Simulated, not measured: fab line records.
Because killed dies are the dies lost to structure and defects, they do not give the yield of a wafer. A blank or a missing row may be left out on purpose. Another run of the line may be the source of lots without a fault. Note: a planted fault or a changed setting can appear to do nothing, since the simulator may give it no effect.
Which tool was responsible? / flow sfq_line / 6 lots with 18 wafers sampled at 4 steps, on a route of 325 steps

WHAT EACH GAUGE READ, for each wafer
SFQ_I0_OVL_MEAS_908.
lot=L159; measured=day 13 13:57; on=overlay-01; I0_OVL (nm)=7 3 6
lot=L162; measured=day 14 14:18; on=overlay-02; I0_OVL (nm)=-3 -7 -3
lot=L164; measured=day 15 03:29; on=overlay-01; I0_OVL (nm)=-1 0 -7
lot=L173; measured=day 17 11:17; on=overlay-02; I0_OVL (nm)=4 3 4
lot=L177; measured=day 19 02:51; on=overlay-01; I0_OVL (nm)=10 6 6
lot=L180; measured=day 20 02:40; on=overlay-01; I0_OVL (nm)=7 -5 -1

EACH LOT AND THE TOOL THAT RAN IT (in order: tool; ch and the chambers of the sampled wafers; start)
lot=L159; SFQ_TRILAYER_L0_STRIP_STRIP_009=rie_metal-01 ch 0,1, day 4 23:11; SFQ_TRILAYER_L0_CAP_PECVD_011=pecvd-02 ch 0,1,2, day 4 23:46; SFQ_TRILAYER_L0_VIA_ETCH_VIA_ETCH_016=rie_diel-03 ch 1,2,3, day 8 17:09
lot=L162; SFQ_TRILAYER_L0_STRIP_STRIP_009=rie_metal-02 ch 0,1, day 5 09:47; SFQ_TRILAYER_L0_CAP_PECVD_011=pecvd-03 ch 0,1,2, day 5 10:34; SFQ_TRILAYER_L0_VIA_ETCH_VIA_ETCH_016=rie_diel-03 ch 2,3, day 9 10:43
lot=L164; SFQ_TRILAYER_L0_STRIP_STRIP_009=rie_metal-02 ch 0,1, day 5 18:11; SFQ_TRILAYER_L0_CAP_PECVD_011=pecvd-03 ch 0,1, day 5 18:58; SFQ_TRILAYER_L0_VIA_ETCH_VIA_ETCH_016=rie_diel-04 ch 0,2, day 9 20:19
lot=L173; SFQ_TRILAYER_L0_STRIP_STRIP_009=rie_metal-03 ch 0,1, day 8 05:11; SFQ_TRILAYER_L0_CAP_PECVD_011=pecvd-02 ch 0,1,2, day 8 05:57; SFQ_TRILAYER_L0_VIA_ETCH_VIA_ETCH_016=rie_diel-02 ch 0,2, day 12 08:58
lot=L177; SFQ_TRILAYER_L0_STRIP_STRIP_009=rie_metal-01 ch 0,1, day 9 11:57; SFQ_TRILAYER_L0_CAP_PECVD_011=pecvd-02 ch 0,1,2, day 9 12:44; SFQ_TRILAYER_L0_VIA_ETCH_VIA_ETCH_016=rie_diel-04 ch 1,2,3, day 14 03:34
lot=L180; SFQ_TRILAYER_L0_STRIP_STRIP_009=rie_metal-01 ch 0,1, day 10 03:35; SFQ_TRILAYER_L0_CAP_PECVD_011=pecvd-02 ch 0,1, day 10 04:44; SFQ_TRILAYER_L0_VIA_ETCH_VIA_ETCH_016=rie_diel-03 ch 0,2,3, day 14 17:58
- SFQ_TRILAYER_L0_STRIP_STRIP_009: strips in O2.
- SFQ_TRILAYER_L0_CAP_PECVD_011: deposits SiO2 from SiH4/N2O, time 13.333 s, target thk 60 nm.
- SFQ_TRILAYER_L0_VIA_ETCH_VIA_ETCH_016: etches SiO2 in CHF3, stops on MoNx KI, target depth 80 nm.

THE ANSWER, worked out from the rows above alone
Rule: the lots themselves supply what counts as usual. The widest of any qualifying gaps counts: lots, ordered by their means at a reading, are off when they make up no more than a third of the lots, leave a main group of 4 or more, and stand apart from it by 3 or more times the standard deviation of that group's means. A main group is skipped when, at the precision printed for the reading in the tables above, its means are all equal. A lot without any number at a reading at which 4 lots or more have one is off too. The other lots that the step has rows for count as sound.
No lot is off on any of the readings shown, so nothing can be concluded from this.

WHAT WAS PUT IN BY THE SIMULATOR
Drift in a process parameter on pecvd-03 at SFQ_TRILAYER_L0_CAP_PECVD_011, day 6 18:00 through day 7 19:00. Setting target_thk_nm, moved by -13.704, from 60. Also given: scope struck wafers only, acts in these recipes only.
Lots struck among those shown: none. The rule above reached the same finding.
